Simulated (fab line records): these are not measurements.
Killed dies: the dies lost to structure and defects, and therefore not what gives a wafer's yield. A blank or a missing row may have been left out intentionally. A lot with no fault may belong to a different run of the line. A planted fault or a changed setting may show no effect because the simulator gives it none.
Problem report, 8D (eight disciplines) form, completed by code    flow sfq line    the parts of the form that need people (team, actions taken, sign-off) are left out

## 1. THE PROBLEM
Wafers free of any fault read 0.891 ohm/sq (standard deviation 0.009) for M3_NB_RS at SFQ_M3_RS_MEAS_919, against a mean of 0.524 ohm/sq on 3 wafers of 3 lots. That is -41 standard deviations from the usual mean.
The step: measures by four-point-probe.
First seen on wafer L234.4, day 33 21:58, on film metro-03. The record has a number at this step for 42 wafers belonging to 15 lots. Rule for "out" (also "out of limits"): further than 4 standard deviations from the usual mean. The other wafers with a number count as sound.

## 2. WHAT IT IS, AND WHAT IT ISN'T
question                     is                                           is not
which readings at this step  M3_NB_RS                                     -
which lots                   L234, L235, L236                             L224, L225, L227, L231, L232, L240, L242, L243, L244, L245, L246, L247
which wafers of those lots   L234.4, L235.4, L236.4                       L234.1, L235.1, L236.1
read on which gauges         film metro-01, film metro-03, film metro-04  -
when                         from day 33 21:58                            up to then (16 sound wafers); but 23 sound wafers of L235, L236, L240, L242, L243, L244, L245, L246, L247 came after

## 3. SUSPECTS, AND WHAT RULES EACH OUT
Counting: a tool at a process step up to the reading stays a suspect if it ran every lot that is out. Sound lots after the first of them don't rule it out here, since some wafers of a struck lot are sound.
- the gauge at SFQ_M3_RS_MEAS_919 has been ruled out. Those wafers that are out were read across 3 gauges (film metro-01, film metro-03, film metro-04).
- pvd sputter-04 at SFQ_TRILAYER_M3_DEP_SPUTTER_073 (material Nb, target thk 200 nm, time 133.3 s): kept. It ran every lot that is out, first L234 (day 33 21:53); its last sound lot up to then is L232 (day 32 19:48).
After counting, what remains is pvd sputter-04 at SFQ_TRILAYER_M3_DEP_SPUTTER_073.

## 4. THE CAUSE (what the simulator had put in)
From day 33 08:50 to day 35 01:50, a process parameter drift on pvd sputter-04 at SFQ_TRILAYER_M3_DEP_SPUTTER_073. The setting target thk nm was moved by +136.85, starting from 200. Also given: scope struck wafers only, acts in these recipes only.
This tool alone remained once counting was done.

## 5. THE CHAIN OF EFFECTS, in route order
Rows list readings where the struck wafers' mean (over those with a number) sits beyond 3 standard deviations from the usual. Only readings for which the record gives a usual standard deviation are gone through. hours: the time from each lot's start at the first step in this table that gives one to its start at this step, as a median over the lots. sigmas: the change in usual standard deviations.
hours  step                                 reading         usual         on struck wafers  change  sigmas
0      SFQ_M3_RS_MEAS_919                   M3_NB_RS        0.891 ohm/sq  0.524             -0.367  -41
147    SFQ_TRILAYER_M3_ETCH_METAL_ETCH_078  oes product au  0.893 a.u.    0.995             +0.102  +14
Its process steps:
- SFQ_TRILAYER_M3_ETCH_METAL_ETCH_078: etches Nb in Cl2/Ar, stops on SiO2, target depth 240 nm, time 120 s.

## 6. HOW IT WOULD HAVE BEEN CAUGHT EARLIER
Counted from the fault's start at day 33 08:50, it took 13 hours until the first out-of-limits reading at a measuring or inspecting step in this record, taken at day 33 21:58.
Of the tool readings at SFQ_TRILAYER_M3_DEP_SPUTTER_073 for which the record gives a usual standard deviation, none was out on any struck wafer, so an alarm limit of 4 standard deviations on them would not have fired.
L235, L236, from the lots that are out (3), started SFQ_TRILAYER_M3_DEP_SPUTTER_073 on pvd sputter-04 later than day 33 21:58. A hold on the tool at that time would have spared those 2.
